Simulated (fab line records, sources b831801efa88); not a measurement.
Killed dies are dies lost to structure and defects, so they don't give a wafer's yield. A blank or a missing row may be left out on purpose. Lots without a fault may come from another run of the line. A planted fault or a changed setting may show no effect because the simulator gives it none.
One fault seen from 2 desks | flow sky130 | each desk has only its own numbers; what lay behind them comes last

THE TOOL OWNER'S DESK: lpcvd-02
The tool's own readings at SKY_SPACER_CVD_00 (deposits Si3N4 from DCS/NH3, target thk 43.1 nm, time 740 s): means of the sampled wafers that have a number, for each lot that ran on this tool. A lot is out of limits, marked OUT, if its mean lies more than 4 standard deviations from the usual mean; the brackets give that distance.
Columns: A = spike_tc_centre_C at SKY_SPACER_CVD_00, usual 771.3 C; B = spike_tc_lower_C at SKY_SPACER_CVD_00, usual 770.5 C; C = zone_power_bottom_pct at SKY_SPACER_CVD_00, usual 20.6 %; D = zone_power_centre_pct at SKY_SPACER_CVD_00, usual 13.4 %; E = zone_power_lower_pct at SKY_SPACER_CVD_00, usual 11.77 %
lot  | first seen here | A     | B               | C               | D             | E
L883 | day 24 03:47    | 769.4 | 770.4           | 21.7            | 12.8          | 11.85
L885 | day 24 17:37    | 770.2 | 771.2           | 22.1            | 12.8          | 11.90
L886 | day 25 01:15    | 771.7 | 769.8           | 20.3            | 13.6          | 11.77
L887 | day 25 15:41    | 769.5 | 771.5           | 21.8            | 12.8          | 11.93
L888 | day 25 18:41    | 771.9 | 770.5           | 20.3            | 13.6          | 11.91
L889 | day 26 09:23    | 772.6 | 770.8           | 20.4            | 13.5          | 11.71
L890 | day 26 20:40    | 771.9 | 771.2           | 20.2            | 13.5          | 11.76
L891 | day 26 20:40    | 771.9 | 770.7           | 20.2            | 13.6          | 11.82
L892 | day 27 02:22    | 771.9 | 770.3           | 20.2            | 13.6          | 11.71
L899 | day 29 11:50    | 767.0 | 808.4 (+39) OUT | 16.1 (-6.1) OUT | 8.5 (-15) OUT | 21.53 (+65) OUT
L900 | day 29 21:28    | 766.6 | 809.4 (+41) OUT | 16.0 (-6.3) OUT | 8.5 (-15) OUT | 21.67 (+66) OUT
This desk's finding: out of limits on L899, L900; first on L899, day 29 11:50 (spike_tc_lower_C at SKY_SPACER_CVD_00). In limits: L883, L885, L886, L887, L888, L889, L890, L891, L892.

THE METROLOGY DESK
What the gauges read, lot by lot, whatever tool the lot ran on: means of the sampled wafers that have a number. A lot is out of limits, marked OUT, if its mean lies more than 4 standard deviations from the usual mean; the brackets give that distance.
Columns: A = LDD_P_TW at SKY_LDD_P_TW_MEAS_11, usual 643; B = LDD_LDN_TW at SKY_LDD_LDN_TW_MEAS_13, usual 1485; C = SPACER_CVD_00_THK at SKY_SPACER_THK_MEAS_01, usual 43.1 nm
lot  | first seen here | A   | B    | C
L883 | day 19 20:53    | 644 | 1491 | 42.4
L885 | day 21 00:50    | 646 | 1487 | 42.2
L886 | day 21 06:35    | 645 | 1481 | 43.1
L887 | day 21 22:15    | 644 | 1491 | 43.1
L888 | day 22 01:40    | 635 | 1497 | 42.9
L889 | day 22 14:27    | 645 | 1479 | 43.0
L891 | day 23 02:33    | 649 | 1495 | 43.0
L890 | day 23 03:32    | 650 | 1480 | 43.5
L892 | day 23 10:39    | 651 | 1478 | 42.9
L899 | day 25 21:29    | 634 | 1504 | 47.6 (+9.0) OUT
L900 | day 26 07:14    | 643 | 1498 | 48.5 (+11) OUT
This desk's finding: out of limits on L899, L900; first on L899, day 29 13:03 (SPACER_CVD_00_THK at SKY_SPACER_THK_MEAS_01). In limits: L883, L885, L886, L887, L888, L889, L891, L890, L892.

PUT TOGETHER
The tool owner's desk could have raised an alarm at day 29 11:50, on L899, L900.
The metrology desk could have raised an alarm at day 29 13:03, on L899, L900.
Of the lots named, all ran SKY_SPACER_CVD_00 on lpcvd-02.

WHAT THE SIMULATOR HAD PUT IN
Process parameter drift: lpcvd-02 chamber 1, from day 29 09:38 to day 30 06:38, at SKY_SPACER_CVD_00. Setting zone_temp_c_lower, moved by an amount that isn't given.
Lots struck among those shown: L899, L900.
Hours from the fault's start to each desk's first reading out of limits: the tool owner's desk, 2; the metrology desk, 3.
